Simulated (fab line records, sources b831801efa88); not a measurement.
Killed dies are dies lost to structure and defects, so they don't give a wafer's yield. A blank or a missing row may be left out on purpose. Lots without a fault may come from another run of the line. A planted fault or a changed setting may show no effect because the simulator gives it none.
Chamber matching | flow sky130 | SKY_VIA2_HDPCVD_00 on hdpcvd-01: 3 sister chambers
The step deposits SiO2, target thk 1180 nm, time 196.7 s. 14 wafers are shown with their chamber, then 7 later ones without.

WAFERS WITH THEIR CHAMBER
wafer  | chamber | susceptor_temp_C (C)
L473.2 | 1       | 399.98
L473.4 | 2       | 400.45
L473.5 | 0       | 400.30
L480.1 | 2       | 400.20
L480.2 | 1       | 399.86
L480.3 | 0       | 399.92
L481.1 | 0       | 399.87
L481.3 | 1       | 399.79
L481.5 | 2       | 400.06
L482.3 | 0       | 399.97
L482.4 | 2       | 399.40
L482.6 | 0       | 400.34
L486.2 | 2       | 400.11
L486.3 | 1       | 400.55

SIGNATURES (means of the wafers above)
reading          | chamber 0 | chamber 1 | chamber 2 | scatter within a chamber
susceptor_temp_C | 400.0800  | 400.0450  | 400.0440  | 0.325
Rule: a wafer's distance from a chamber is the root of the sum, over the readings, of the square of ((its reading less the chamber's mean) divided by the reading's scatter). The wafer belongs to the nearest chamber; if the next one is less than 2 further off, it can't be placed. The scatter: the root of (the sum of the squares of (reading less its chamber's mean) over the shown wafers, divided by (wafers less chambers)).

WAFERS WITHOUT THEIR CHAMBER
wafer  | susceptor_temp_C (C)
L486.4 | 400.16
L488.1 | 399.90
L488.2 | 400.26
L488.3 | 400.12
L491.1 | 400.18
L491.3 | 400.20
L491.6 | 400.02

WHICH CHAMBER EACH WENT THROUGH
wafer  | from the rows above          | in truth
L486.4 | can't be placed: 0 or 1 or 2 | 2
L488.1 | can't be placed: 2 or 1 or 0 | 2
L488.2 | can't be placed: 0 or 1 or 2 | 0
L488.3 | can't be placed: 0 or 1 or 2 | 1
L491.1 | can't be placed: 0 or 1 or 2 | 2
L491.3 | can't be placed: 0 or 1 or 2 | 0
L491.6 | can't be placed: 2 or 1 or 0 | 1
Placed correctly: 0 of 7. Can't be placed from these rows: 7 (the true chamber is among the candidates in 7). Placed wrongly: 0.
